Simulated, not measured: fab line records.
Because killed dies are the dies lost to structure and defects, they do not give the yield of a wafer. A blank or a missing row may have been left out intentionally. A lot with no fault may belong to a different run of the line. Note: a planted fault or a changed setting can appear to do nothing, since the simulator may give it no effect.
Problem report, 8D (eight disciplines) form, completed by code ; flow sky130 ; the parts of the form that need people (team, actions taken, sign-off) are left out

## 1. WHAT IS WRONG
Wafers free of any fault read 1484 (standard deviation 6.6) for LDD_LDN_TW at SKY_LDD_LDN_TW_MEAS_13, against a mean of 1562 on 6 wafers of 2 lots. That puts it +12 standard deviations away from the usual mean.
Earliest sighting: wafer L511.1 on film-metro-01 at day 26 10:14. The record has a number at this step for 36 wafers belonging to 12 lots. The rule behind "out" and "out of limits": a value lying over 4 standard deviations away from the usual mean. The other wafers with a number count as sound.

## 2. WHAT THIS IS AND IS NOT
question;is;is not
which readings at this step;LDD_LDN_TW;-
which lots;L511, L512;L502, L503, L504, L513, L515, L517, L520, L521, L522, L525
which wafers of those lots;all that have a number;-
read on which gauges;film-metro-01, film-metro-03;film-metro-04
when;from day 26 10:14;"up to then (9 sound wafers); but 21 sound wafers of L513, L515, L517, L520, L521, L522, L525 came after"

## 3. THE SUSPECTS, EACH WITH WHAT RULES IT OUT
Counting: a tool at any process step up to the reading remains a suspect when it ran all the lots that are out and ran no sound lot after the first of those.
- the gauge at SKY_LDD_LDN_TW_MEAS_13: ruled out. Those wafers that are out were read across 2 gauges (film-metro-01, film-metro-03).
- implanter-02 at SKY_LDD_LDN_IMPLANT_10: kept. It ran every lot that is out, first L511 (day 26 09:50), and no sound lot after that; its last sound lot up to then is L504 (day 23 21:28). On those wafers its own readings are out: dose-ions-cm2, faraday-current-uA.
Left after counting: implanter-02 at SKY_LDD_LDN_IMPLANT_10.

## 4. THE CAUSE (what the simulator had put in)
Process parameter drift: implanter-02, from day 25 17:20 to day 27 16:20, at SKY_LDD_LDN_IMPLANT_10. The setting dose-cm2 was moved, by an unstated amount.
Counting left only this tool.

## 5. SEQUENCE OF EFFECTS, ordered by route
One row per reading whose mean, taken over the struck wafers that have a number, lies over 3 standard deviations from the usual. Only readings for which the record gives a usual standard deviation are gone through. hours: the time from each lot's start at the first step in this table that gives one to its start at this step, as a median over the lots. sigmas: the change in usual standard deviations.
hours;step;reading;usual;on struck wafers;change;sigmas
0;SKY_LDD_LDN_IMPLANT_10;dose-ions-cm2;1.25e+13;2.20e+13;+9.49e+12;+99 or more
0;SKY_LDD_LDN_IMPLANT_10;faraday-current-uA;70.7;124.6;+53.9;+45
0;SKY_LDD_LDN_TW_MEAS_13;LDD_LDN_TW;1484;1562;+78;+12
Process steps it contains:
- SKY_LDD_LDN_IMPLANT_10

## 6. HOW IT WOULD HAVE BEEN CAUGHT EARLIER
In this record the first reading out of limits at a measuring or inspecting step was taken at day 26 10:14, 17 hours after the fault began at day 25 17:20.
The tool's own readings at SKY_LDD_LDN_IMPLANT_10 were out on every struck wafer that the step has a row for (dose-ions-cm2, faraday-current-uA): an alarm limit on them would have fired on the first of those.
L512, from the lots that are out (2), started SKY_LDD_LDN_IMPLANT_10 on implanter-02 later than day 26 10:14. A tool hold placed at that time would have kept it from harm.
